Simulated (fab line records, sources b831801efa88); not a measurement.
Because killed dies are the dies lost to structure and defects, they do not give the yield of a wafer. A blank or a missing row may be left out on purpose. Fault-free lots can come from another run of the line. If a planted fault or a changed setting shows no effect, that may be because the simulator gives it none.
fab line records / flow sky130
record lots=6 wafers=18 lastDay=49
route steps=708 shown LDD_N@239 PAD_OPEN@708
lots with no fault: from the same line, run without faults
startH: hours from the record's opening day to when the first of the lot's shown wafers began / waitH: hours elapsed since this lot's preceding step / " repeats the value in the row above / L1.1+2: several wafers, shown together as one row / - either no value or no given start / * or withheld: withheld / < > ~ a bound
route shown NAME@n: names a module that has steps shown in the file, with the first one's number in the route / usual: the fault-free wafers' mean and standard deviation / same: alike in all rows / chamber/n: place in a boat / sites: the reading at each site / _std_site: the values' standard deviation / _edge_site: outer sites' mean less inner sites' / radiusMm: how far each site lies from the wafer's centre / mask NAME#n: copy n / behind: the most recent tool/chamber to have shaped the wafer / hold: why the lot went on hold/how many hours it stayed there/how the hold came to an end / device: transistor that didn't switch, given as n, p or np / end of line: the tests these same wafers got at the end of their route / a step with no rows: only its recipe / killed: the dies lost at the first sort to structure and to defects; this is not the yield of the wafer / map: dies across one wafer; x = killed, . = not, _ = none there
set.NAME: the run value of the setting; set.NAME@STEP: its run value at that earlier step / model.NAME: the simulator's own value behind a step, which no gauge read
certain route steps with their lots: each step a table, each wafer a row
services: when a tool's chamber went out of use (startH, in hours from the record's first day, below 0 if earlier), for how many hours, and the reason
## steps
# step SKY_LDD_N_COAT_02
# recipe resist=NOVOLAK spinRpm=3000 resistThkNm=300
# step SKY_LDD_N_SOFTBAKE_03
# recipe tempC=90 timeS=60 resist=NOVOLAK
# step SKY_LDD_N_EXPOSE_04
# recipe maskId=NTM targetCdNm=840 na=0.6 sourceShape=conventional sigmaOuter=0.6 doseMj=110
# step SKY_LDD_N_PEB_05
# recipe tempC=withheld timeS=* resist=NOVOLAK
# step SKY_LDD_N_DEVELOP_06
# recipe developTimeS=60 devTempC=23
# step SKY_LDD_N_OVL_MEAS_07
# usual LDD_N_OVL=-0.9/1.4
lot.wafer=L423.1 tool=overlay-02 chamber=- startH=409.41 waitH=0.1 LDD_N_OVL[nm]=0.5
lot.wafer=L423.2 tool=overlay-02 chamber=- startH=409.41 waitH=0.1 LDD_N_OVL[nm]=0.5
lot.wafer=L423.4 tool=overlay-02 chamber=- startH=409.41 waitH=0.1 LDD_N_OVL[nm]=-0.1
lot.wafer=L433.1 tool=overlay-01 chamber=- startH=495.41 waitH=0.1 LDD_N_OVL[nm]=0.0
lot.wafer=L433.3 tool=overlay-01 chamber=- startH=495.41 waitH=0.1 LDD_N_OVL[nm]=-1.5
lot.wafer=L433.6 tool=overlay-01 chamber=- startH=495.41 waitH=0.1 LDD_N_OVL[nm]=1.7
lot.wafer=L434.1 tool=overlay-02 chamber=- startH=508.01 waitH=0.1 LDD_N_OVL[nm]=1.6
lot.wafer=L434.4 tool=overlay-02 chamber=- startH=508.01 waitH=0.1 LDD_N_OVL[nm]=-0.1
lot.wafer=L434.6 tool=overlay-02 chamber=- startH=508.01 waitH=0.1 LDD_N_OVL[nm]=1.9
lot.wafer=L440.3 tool=overlay-02 chamber=- startH=555.41 waitH=0.1 LDD_N_OVL[nm]=-1.8
lot.wafer=L440.5 tool=overlay-02 chamber=- startH=555.41 waitH=0.1 LDD_N_OVL[nm]=-0.6
lot.wafer=L440.6 tool=overlay-02 chamber=- startH=555.41 waitH=0.1 LDD_N_OVL[nm]=-1.3
lot.wafer=L442.1 tool=overlay-01 chamber=- startH=580.74 waitH=0.1 LDD_N_OVL[nm]=-0.3
lot.wafer=L442.2 tool=overlay-01 chamber=- startH=580.74 waitH=0.1 LDD_N_OVL[nm]=-4.5
lot.wafer=L442.3 tool=overlay-01 chamber=- startH=580.74 waitH=0.1 LDD_N_OVL[nm]=-3.6
lot.wafer=L443.1 tool=overlay-02 chamber=- startH=581.51 waitH=0.1 LDD_N_OVL[nm]=-2.1
lot.wafer=L443.2 tool=overlay-02 chamber=- startH=581.51 waitH=0.1 LDD_N_OVL[nm]=-2.0
lot.wafer=L443.4 tool=overlay-02 chamber=- startH=581.51 waitH=0.1 LDD_N_OVL[nm]=0.3
# step SKY_LDD_N_IMPLANT_08
# recipe species=As energyKev=20 doseCm2=7.5e+13 tiltDeg=withheld rotationDeg=23
# step SKY_LDD_N_IMPLANT_09
# recipe species=As energyKev=20 doseCm2=7.5e+13 tiltDeg=withheld rotationDeg=113
# step SKY_LDD_N_IMPLANT_10
# recipe species=As energyKev=20 doseCm2=7.5e+13 tiltDeg=withheld rotationDeg=203
# step SKY_LDD_N_IMPLANT_11
# recipe species=As energyKev=20 doseCm2=7.5e+13 tiltDeg=withheld rotationDeg=293
# step SKY_LDD_N_IMPLANT_12
# recipe species=BF2 energyKev=50 doseCm2=5e+12 tiltDeg=30 rotationDeg=0
# step SKY_LDD_N_IMPLANT_13
# recipe species=BF2 energyKev=50 doseCm2=5e+12 tiltDeg=30 rotationDeg=90
# step SKY_LDD_N_IMPLANT_14
# recipe species=BF2 energyKev=50 doseCm2=5e+12 tiltDeg=30 rotationDeg=180
# usual endStationPressureTorr=5.02e-06/2.6e-07 rotationDeg=180.01/0.047
lot.wafer=L423.1 tool=implanter-03 chamber=0 startH=410.35 waitH=0.1 endStationPressureTorr=5.22e-06 rotationDeg=180.00
lot.wafer=L423.2 tool=implanter-03 chamber=0 startH=410.35 waitH=0.1 endStationPressureTorr=4.98e-06 rotationDeg=180.03
lot.wafer=L423.4 tool=implanter-03 chamber=0 startH=410.35 waitH=0.1 endStationPressureTorr=5.07e-06 rotationDeg=180.01
lot.wafer=L433.1 tool=implanter-01 chamber=0 startH=496.35 waitH=0.1 endStationPressureTorr=5.23e-06 rotationDeg=340.31
lot.wafer=L433.3 tool=implanter-01 chamber=0 startH=496.35 waitH=0.1 endStationPressureTorr=4.99e-06 rotationDeg=340.28
lot.wafer=L433.6 tool=implanter-01 chamber=0 startH=496.35 waitH=0.1 endStationPressureTorr=5.07e-06 rotationDeg=340.29
lot.wafer=L434.1 tool=implanter-01 chamber=0 startH=508.95 waitH=0.1 endStationPressureTorr=4.86e-06 rotationDeg=340.36
lot.wafer=L434.4 tool=implanter-01 chamber=0 startH=508.95 waitH=0.1 endStationPressureTorr=4.98e-06 rotationDeg=340.25
lot.wafer=L434.6 tool=implanter-01 chamber=0 startH=508.95 waitH=0.1 endStationPressureTorr=4.66e-06 rotationDeg=340.33
lot.wafer=L440.3 tool=implanter-03 chamber=0 startH=556.39 waitH=0.1 endStationPressureTorr=4.58e-06 rotationDeg=179.99
lot.wafer=L440.5 tool=implanter-03 chamber=0 startH=556.39 waitH=0.1 endStationPressureTorr=5.06e-06 rotationDeg=180.02
lot.wafer=L440.6 tool=implanter-03 chamber=0 startH=556.39 waitH=0.1 endStationPressureTorr=4.77e-06 rotationDeg=180.04
lot.wafer=L442.1 tool=implanter-01 chamber=0 startH=581.67 waitH=0.1 endStationPressureTorr=5.57e-06 rotationDeg=179.99
lot.wafer=L442.2 tool=implanter-01 chamber=0 startH=581.67 waitH=0.1 endStationPressureTorr=4.87e-06 rotationDeg=180.01
lot.wafer=L442.3 tool=implanter-01 chamber=0 startH=581.67 waitH=0.1 endStationPressureTorr=5.01e-06 rotationDeg=179.96
lot.wafer=L443.1 tool=implanter-03 chamber=0 startH=582.45 waitH=0.1 endStationPressureTorr=5.28e-06 rotationDeg=180.01
lot.wafer=L443.2 tool=implanter-03 chamber=0 startH=582.45 waitH=0.1 endStationPressureTorr=5.3e-06 rotationDeg=180.00
lot.wafer=L443.4 tool=implanter-03 chamber=0 startH=582.45 waitH=0.1 endStationPressureTorr=4.3e-06 rotationDeg=179.95
# step SKY_LDD_N_IMPLANT_15
# recipe species=BF2 energyKev=50 doseCm2=5e+12 tiltDeg=30 rotationDeg=270
# step SKY_PAD_OPEN_PROBE_99
# usual killed_at_M0_to_M3=43/6.8 killed_at_M4_up=3.2/1.8 killedAtContacts=24/5.2 killedAtFrontEnd=15/4.2 killedAtOther=0.4/0.62 killedDies=85/8.7 killedOnRim=17/3.7 killedOpen=46/6.7 killedShort=39/5.9
# same grossDies=492 killedAtBackSide=0
lot.wafer=L423.1 tool=prober-02 chamber=- startH=1078.96 waitH=0.1 killed_at_M0_to_M3=58 killed_at_M4_up=4 killedAtContacts=20 killedAtFrontEnd=7 killedAtOther=0 killedDies=89 killedOnRim=17 killedOpen=52 killedShort=37 model.etest.nfet_01v8.offLog10AUm=-13.29 model.etest.nfet_01v8_lvt.vtSatV=0.5464 model.etest.nfet_01v8.vtSatV=0.6525 model.etest.sramNfetPass.vtSatV=0.5936 model.etest.nfet_01v8_swapped.vtSatV=0.6586 model.etest.nfet_01v8_lvt.vtV=0.6172 model.etest.nfet_01v8.vtV=0.7046
lot.wafer=L423.2 tool=prober-02 chamber=- startH=1079.01 waitH=0.1 killed_at_M0_to_M3=38 killed_at_M4_up=0 killedAtContacts=30 killedAtFrontEnd=12 killedAtOther=0 killedDies=80 killedOnRim=16 killedOpen=37 killedShort=43 model.etest.nfet_01v8.offLog10AUm=-13.38 model.etest.nfet_01v8_lvt.vtSatV=0.5372 model.etest.nfet_01v8.vtSatV=0.6465 model.etest.sramNfetPass.vtSatV=0.5712 model.etest.nfet_01v8_swapped.vtSatV=0.6466 model.etest.nfet_01v8_lvt.vtV=0.609 model.etest.nfet_01v8.vtV=0.6981
lot.wafer=L423.4 tool=prober-02 chamber=- startH=1079.11 waitH=0.2 killed_at_M0_to_M3=30 killed_at_M4_up=1 killedAtContacts=25 killedAtFrontEnd=17 killedAtOther=0 killedDies=73 killedOnRim=12 killedOpen=38 killedShort=35 model.etest.nfet_01v8.offLog10AUm=-13.37 model.etest.nfet_01v8_lvt.vtSatV=0.5282 model.etest.nfet_01v8.vtSatV=0.6428 model.etest.sramNfetPass.vtSatV=0.545 model.etest.nfet_01v8_swapped.vtSatV=0.6444 model.etest.nfet_01v8_lvt.vtV=0.6023 model.etest.nfet_01v8.vtV=0.6945
lot.wafer=L433.1 tool=prober-01 chamber=- startH=1136.56 waitH=0.1 killed_at_M0_to_M3=48 killed_at_M4_up=5 killedAtContacts=26 killedAtFrontEnd=16 killedAtOther=0 killedDies=95 killedOnRim=17 killedOpen=46 killedShort=48 model.etest.nfet_01v8.offLog10AUm=-13.39 model.etest.nfet_01v8_lvt.vtSatV=0.5932 model.etest.nfet_01v8.vtSatV=0.6909 model.etest.sramNfetPass.vtSatV=0.5987 model.etest.nfet_01v8_swapped.vtSatV=0.5912 model.etest.nfet_01v8_lvt.vtV=0.6147 model.etest.nfet_01v8.vtV=0.7017
lot.wafer=L433.3 tool=prober-01 chamber=- startH=1136.66 waitH=0.2 killed_at_M0_to_M3=35 killed_at_M4_up=6 killedAtContacts=24 killedAtFrontEnd=17 killedAtOther=0 killedDies=82 killedOnRim=19 killedOpen=45 killedShort=36 model.etest.nfet_01v8.offLog10AUm=-13.32 model.etest.nfet_01v8_lvt.vtSatV=0.587 model.etest.nfet_01v8.vtSatV=0.6852 model.etest.sramNfetPass.vtSatV=0.5983 model.etest.nfet_01v8_swapped.vtSatV=0.5857 model.etest.nfet_01v8_lvt.vtV=0.6106 model.etest.nfet_01v8.vtV=0.6994
lot.wafer=L433.6 tool=prober-01 chamber=- startH=1136.81 waitH=0.2 killed_at_M0_to_M3=43 killed_at_M4_up=2 killedAtContacts=30 killedAtFrontEnd=9 killedAtOther=0 killedDies=84 killedOnRim=24 killedOpen=50 killedShort=33 model.etest.nfet_01v8.offLog10AUm=-13.29 model.etest.nfet_01v8_lvt.vtSatV=0.5892 model.etest.nfet_01v8.vtSatV=0.6832 model.etest.sramNfetPass.vtSatV=0.571 model.etest.nfet_01v8_swapped.vtSatV=0.5872 model.etest.nfet_01v8_lvt.vtV=0.6191 model.etest.nfet_01v8.vtV=0.6989
lot.wafer=L434.1 tool=prober-01 chamber=- startH=1139.70 waitH=0.1 killed_at_M0_to_M3=49 killed_at_M4_up=2 killedAtContacts=27 killedAtFrontEnd=18 killedAtOther=2 killedDies=98 killedOnRim=18 killedOpen=60 killedShort=37 model.etest.nfet_01v8.offLog10AUm=-13.38 model.etest.nfet_01v8_lvt.vtSatV=0.6214 model.etest.nfet_01v8.vtSatV=0.7055 model.etest.sramNfetPass.vtSatV=0.5914 model.etest.nfet_01v8_swapped.vtSatV=0.5993 model.etest.nfet_01v8_lvt.vtV=0.6357 model.etest.nfet_01v8.vtV=0.7131
lot.wafer=L434.4 tool=prober-01 chamber=- startH=1139.85 waitH=0.2 killed_at_M0_to_M3=49 killed_at_M4_up=5 killedAtContacts=26 killedAtFrontEnd=20 killedAtOther=0 killedDies=100 killedOnRim=15 killedOpen=57 killedShort=43 model.etest.nfet_01v8.offLog10AUm=-13.32 model.etest.nfet_01v8_lvt.vtSatV=0.6204 model.etest.nfet_01v8.vtSatV=0.7048 model.etest.sramNfetPass.vtSatV=0.6595 model.etest.nfet_01v8_swapped.vtSatV=0.5998 model.etest.nfet_01v8_lvt.vtV=0.6338 model.etest.nfet_01v8.vtV=0.7122
lot.wafer=L434.6 tool=prober-01 chamber=- startH=1139.95 waitH=0.2 killed_at_M0_to_M3=38 killed_at_M4_up=4 killedAtContacts=20 killedAtFrontEnd=20 killedAtOther=0 killedDies=82 killedOnRim=14 killedOpen=44 killedShort=38 model.etest.nfet_01v8.offLog10AUm=-13.37 model.etest.nfet_01v8_lvt.vtSatV=0.6263 model.etest.nfet_01v8.vtSatV=0.7216 model.etest.sramNfetPass.vtSatV=0.6313 model.etest.nfet_01v8_swapped.vtSatV=0.6052 model.etest.nfet_01v8_lvt.vtV=0.6365 model.etest.nfet_01v8.vtV=0.7223
lot.wafer=L440.3 tool=prober-02 chamber=- startH=1173.38 waitH=0.2 killed_at_M0_to_M3=48 killed_at_M4_up=5 killedAtContacts=25 killedAtFrontEnd=21 killedAtOther=2 killedDies=101 killedOnRim=17 killedOpen=51 killedShort=49 model.etest.nfet_01v8.offLog10AUm=-13.21 model.etest.nfet_01v8_lvt.vtSatV=0.5425 model.etest.nfet_01v8.vtSatV=0.6484 model.etest.sramNfetPass.vtSatV=0.5615 model.etest.nfet_01v8_swapped.vtSatV=0.656 model.etest.nfet_01v8_lvt.vtV=0.6132 model.etest.nfet_01v8.vtV=0.701
lot.wafer=L440.5 tool=prober-02 chamber=- startH=1173.48 waitH=0.2 killed_at_M0_to_M3=46 killed_at_M4_up=4 killedAtContacts=23 killedAtFrontEnd=15 killedAtOther=2 killedDies=90 killedOnRim=17 killedOpen=46 killedShort=42 model.etest.nfet_01v8.offLog10AUm=-13.38 model.etest.nfet_01v8_lvt.vtSatV=0.5545 model.etest.nfet_01v8.vtSatV=0.6615 model.etest.sramNfetPass.vtSatV=0.578 model.etest.nfet_01v8_swapped.vtSatV=0.6542 model.etest.nfet_01v8_lvt.vtV=0.619 model.etest.nfet_01v8.vtV=0.707
lot.wafer=L440.6 tool=prober-02 chamber=- startH=1173.53 waitH=0.2 killed_at_M0_to_M3=42 killed_at_M4_up=2 killedAtContacts=29 killedAtFrontEnd=17 killedAtOther=0 killedDies=90 killedOnRim=19 killedOpen=50 killedShort=40 model.etest.nfet_01v8.offLog10AUm=-13.37 model.etest.nfet_01v8_lvt.vtSatV=0.5488 model.etest.nfet_01v8.vtSatV=0.6499 model.etest.sramNfetPass.vtSatV=0.5913 model.etest.nfet_01v8_swapped.vtSatV=0.6589 model.etest.nfet_01v8_lvt.vtV=0.6183 model.etest.nfet_01v8.vtV=0.704
lot.wafer=L442.1 tool=prober-02 chamber=- startH=1183.85 waitH=0.1 killed_at_M0_to_M3=60 killed_at_M4_up=4 killedAtContacts=20 killedAtFrontEnd=10 killedAtOther=0 killedDies=94 killedOnRim=13 killedOpen=54 killedShort=40 model.etest.nfet_01v8.offLog10AUm=-13.41 model.etest.nfet_01v8_lvt.vtSatV=0.5434 model.etest.nfet_01v8.vtSatV=0.6516 model.etest.sramNfetPass.vtSatV=0.567 model.etest.nfet_01v8_swapped.vtSatV=0.6563 model.etest.nfet_01v8_lvt.vtV=0.613 model.etest.nfet_01v8.vtV=0.7033
lot.wafer=L442.2 tool=prober-02 chamber=- startH=1183.90 waitH=0.1 killed_at_M0_to_M3=51 killed_at_M4_up=4 killedAtContacts=28 killedAtFrontEnd=16 killedAtOther=0 killedDies=99 killedOnRim=16 killedOpen=56 killedShort=43 model.etest.nfet_01v8.offLog10AUm=-13.33 model.etest.nfet_01v8_lvt.vtSatV=0.5392 model.etest.nfet_01v8.vtSatV=0.6503 model.etest.sramNfetPass.vtSatV=0.5615 model.etest.nfet_01v8_swapped.vtSatV=0.6518 model.etest.nfet_01v8_lvt.vtV=0.6117 model.etest.nfet_01v8.vtV=0.7015
lot.wafer=L442.3 tool=prober-02 chamber=- startH=1183.95 waitH=0.2 killed_at_M0_to_M3=40 killed_at_M4_up=6 killedAtContacts=26 killedAtFrontEnd=15 killedAtOther=0 killedDies=87 killedOnRim=19 killedOpen=49 killedShort=37 model.etest.nfet_01v8.offLog10AUm=-13.32 model.etest.nfet_01v8_lvt.vtSatV=0.5423 model.etest.nfet_01v8.vtSatV=0.649 model.etest.sramNfetPass.vtSatV=0.5545 model.etest.nfet_01v8_swapped.vtSatV=0.6528 model.etest.nfet_01v8_lvt.vtV=0.6166 model.etest.nfet_01v8.vtV=0.7027
lot.wafer=L443.1 tool=prober-01 chamber=- startH=1187.36 waitH=0.1 killed_at_M0_to_M3=35 killed_at_M4_up=3 killedAtContacts=21 killedAtFrontEnd=17 killedAtOther=0 killedDies=76 killedOnRim=15 killedOpen=44 killedShort=32 model.etest.nfet_01v8.offLog10AUm=-13.27 model.etest.nfet_01v8_lvt.vtSatV=0.5362 model.etest.nfet_01v8.vtSatV=0.651 model.etest.sramNfetPass.vtSatV=0.5897 model.etest.nfet_01v8_swapped.vtSatV=0.6539 model.etest.nfet_01v8_lvt.vtV=0.6166 model.etest.nfet_01v8.vtV=0.7075
lot.wafer=L443.2 tool=prober-01 chamber=- startH=1187.41 waitH=0.1 killed_at_M0_to_M3=46 killed_at_M4_up=4 killedAtContacts=23 killedAtFrontEnd=9 killedAtOther=0 killedDies=82 killedOnRim=16 killedOpen=45 killedShort=37 model.etest.nfet_01v8.offLog10AUm=-13.36 model.etest.nfet_01v8_lvt.vtSatV=0.5359 model.etest.nfet_01v8.vtSatV=0.6531 model.etest.sramNfetPass.vtSatV=0.5918 model.etest.nfet_01v8_swapped.vtSatV=0.6544 model.etest.nfet_01v8_lvt.vtV=0.6091 model.etest.nfet_01v8.vtV=0.7059
lot.wafer=L443.4 tool=prober-01 chamber=- startH=1187.51 waitH=0.2 killed_at_M0_to_M3=56 killed_at_M4_up=3 killedAtContacts=23 killedAtFrontEnd=14 killedAtOther=0 killedDies=96 killedOnRim=19 killedOpen=46 killedShort=49 model.etest.nfet_01v8.offLog10AUm=-13.33 model.etest.nfet_01v8_lvt.vtSatV=0.5418 model.etest.nfet_01v8.vtSatV=0.6583 model.etest.sramNfetPass.vtSatV=0.5695 model.etest.nfet_01v8_swapped.vtSatV=0.6594 model.etest.nfet_01v8_lvt.vtV=0.6161 model.etest.nfet_01v8.vtV=0.7078
# killed by level:class
L423.1 VIA1:geometricParticle:open=13 CONTACT:geometricParticle:open=8 METAL2:geometricParticle:short=8 VIA3:geometricParticle:open=8 VIA1:geometricParticle:short=7 VIA2:geometricParticle:open=6 VIA3:geometricParticle:short=5 LI_CONTACT:geometricParticle:open=4
L423.2 CONTACT:geometricParticle:open=10 CONTACT:geometricParticle:short=9 VIA1:geometricParticle:open=9 VIA1:geometricParticle:short=7 METAL2:geometricParticle:short=5 LOCAL_INTERCONNECT:geometricParticle:short=4 POLY_GATE:geometricParticle:open=4 VIA2:geometricParticle:short=4
L423.4 CONTACT:geometricParticle:open=11 VIA1:geometricParticle:open=7 FIELD_ISO:geometricParticle:open=6 LI_CONTACT:geometricParticle:open=6 VIA1:geometricParticle:short=5 METAL1:geometricParticle:short=4 VIA3:geometricParticle:open=4 FIELD_ISO:geometricParticle:short=3
L433.1 LI_CONTACT:geometricParticle:open=9 CONTACT:geometricParticle:open=9 VIA1:geometricParticle:open=8 VIA3:geometricParticle:short=8 METAL2:geometricParticle:short=6 METAL1:geometricParticle:short=5 VIA1:geometricParticle:short=5 FIELD_ISO:geometricParticle:short=4
L433.3 CONTACT:geometricParticle:open=10 VIA2:geometricParticle:open=9 METAL1:geometricParticle:short=6 VIA1:geometricParticle:open=6 VIA3:geometricParticle:open=5 FIELD_ISO:geometricParticle:open=4 POLY_GATE:geometricParticle:open=4 LI_CONTACT:geometricParticle:open=4
L433.6 VIA1:geometricParticle:open=13 LI_CONTACT:geometricParticle:open=9 CONTACT:geometricParticle:open=8 LOCAL_INTERCONNECT:geometricParticle:short=6 CONTACT:geometricParticle:short=6 METAL1:geometricParticle:short=6 VIA3:geometricParticle:open=6 VIA2:geometricParticle:open=5
L434.1 CONTACT:geometricParticle:open=12 LI_CONTACT:geometricParticle:open=10 VIA1:geometricParticle:open=9 VIA3:geometricParticle:open=9 METAL2:geometricParticle:short=6 METAL1:geometricParticle:short=5 VIA2:geometricParticle:open=5 FIELD_ISO:geometricParticle:open=4
L434.4 VIA1:geometricParticle:open=15 CONTACT:geometricParticle:open=10 LI_CONTACT:geometricParticle:open=9 FIELD_ISO:geometricParticle:open=8 METAL2:geometricParticle:short=6 FIELD_ISO:geometricParticle:short=5 VIA1:geometricParticle:short=5 VIA2:geometricParticle:short=5
L434.6 VIA3:geometricParticle:open=9 POLY_GATE:geometricParticle:open=7 CONTACT:geometricParticle:open=7 FIELD_ISO:geometricParticle:short=6 CONTACT:geometricParticle:short=6 LI_CONTACT:geometricParticle:open=5 VIA1:geometricParticle:short=5 VIA1:geometricParticle:open=5
L440.3 VIA1:geometricParticle:open=14 CONTACT:geometricParticle:open=9 VIA2:geometricParticle:open=8 METAL2:geometricParticle:short=6 FIELD_ISO:geometricParticle:open=5 CONTACT:geometricParticle:short=5 VIA1:geometricParticle:short=5 FIELD_ISO:geometricParticle:short=4
L440.5 CONTACT:geometricParticle:open=10 METAL2:geometricParticle:short=9 VIA1:geometricParticle:short=9 LI_CONTACT:geometricParticle:open=7 VIA1:geometricParticle:open=7 FIELD_ISO:geometricParticle:short=6 VIA2:geometricParticle:open=6 VIA3:geometricParticle:open=6
L440.6 CONTACT:geometricParticle:open=16 METAL2:geometricParticle:short=7 VIA1:geometricParticle:open=7 VIA2:geometricParticle:open=7 VIA1:geometricParticle:short=6 LI_CONTACT:geometricParticle:open=5 POLY_GATE:geometricParticle:open=4 LI_CONTACT:geometricParticle:short=4
L442.1 VIA1:geometricParticle:open=14 METAL1:geometricParticle:short=10 CONTACT:geometricParticle:open=9 VIA3:geometricParticle:open=8 LI_CONTACT:geometricParticle:open=5 VIA1:geometricParticle:short=5 METAL2:geometricParticle:short=5 VIA2:geometricParticle:open=4
L442.2 VIA1:geometricParticle:open=13 CONTACT:geometricParticle:open=11 METAL2:geometricParticle:short=8 LI_CONTACT:geometricParticle:open=7 METAL3:geometricParticle:short=7 VIA3:geometricParticle:open=5 CONTACT:geometricParticle:short=5 VIA2:geometricParticle:open=5
L442.3 CONTACT:geometricParticle:open=13 VIA1:geometricParticle:open=7 VIA2:geometricParticle:open=6 METAL4:geometricParticle:short=6 LOCAL_INTERCONNECT:geometricParticle:short=5 METAL2:geometricParticle:short=5 VIA3:geometricParticle:open=5 FIELD_ISO:geometricParticle:short=4
L443.1 LI_CONTACT:geometricParticle:open=7 VIA1:geometricParticle:open=7 CONTACT:geometricParticle:open=6 FIELD_ISO:geometricParticle:short=5 POLY_GATE:geometricParticle:open=4 METAL1:geometricParticle:short=4 METAL2:geometricParticle:short=4 VIA2:geometricParticle:short=4
L443.2 VIA3:geometricParticle:open=12 VIA1:geometricParticle:open=10 METAL2:geometricParticle:short=7 LOCAL_INTERCONNECT:geometricParticle:short=6 FIELD_ISO:geometricParticle:short=5 LI_CONTACT:geometricParticle:open=5 CONTACT:geometricParticle:open=5 VIA1:geometricParticle:short=5
L443.4 VIA1:geometricParticle:open=11 VIA1:geometricParticle:short=8 LI_CONTACT:geometricParticle:open=7 VIA3:geometricParticle:short=7 CONTACT:geometricParticle:open=6 VIA2:geometricParticle:open=6 METAL2:geometricParticle:short=6 VIA3:geometricParticle:open=6
## services
tool=implanter-03 chamber=- startH=437.06 hours=1.8 kind=pm
tool=implanter-03 chamber=- startH=449.85 hours=2.4 kind=repair
tool=implanter-01 chamber=- startH=527.61 hours=5.5 kind=repair
## key
firstSign step=SKY_LDD_N_IMPLANT_14 reading=rotationDeg direction=up sigmas=99+ usual=180.01 struck=340.30
effect none on later readings
modelEffect step=SKY_PAD_OPEN_PROBE_99 value=etest.nfet_01v8.offLog10AUm without=-13.24 struck=-13.35
metAt SKY_LDD_N_IMPLANT_14
struckWafers L433.1,L433.3,L433.6,L434.1,L434.4,L434.6
testerLeftOut L433,L434
fault kind=processParameterDrift tool=implanter-01 chamber=- onsetH=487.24 steps=SKY_LDD_N_IMPLANT_14 channel=rotationDeg offset=160.3 shape=step endH=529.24 actsIn=theseRecipesOnly stated=180
# testerLeftOut: of these lots the tester's yield and bins aren't shown, on N5 and GAA mostly nor the transistor test; their killed dies are dies lost to structure and defects alone, not to doping, threshold or leakage, so they don't give the yield
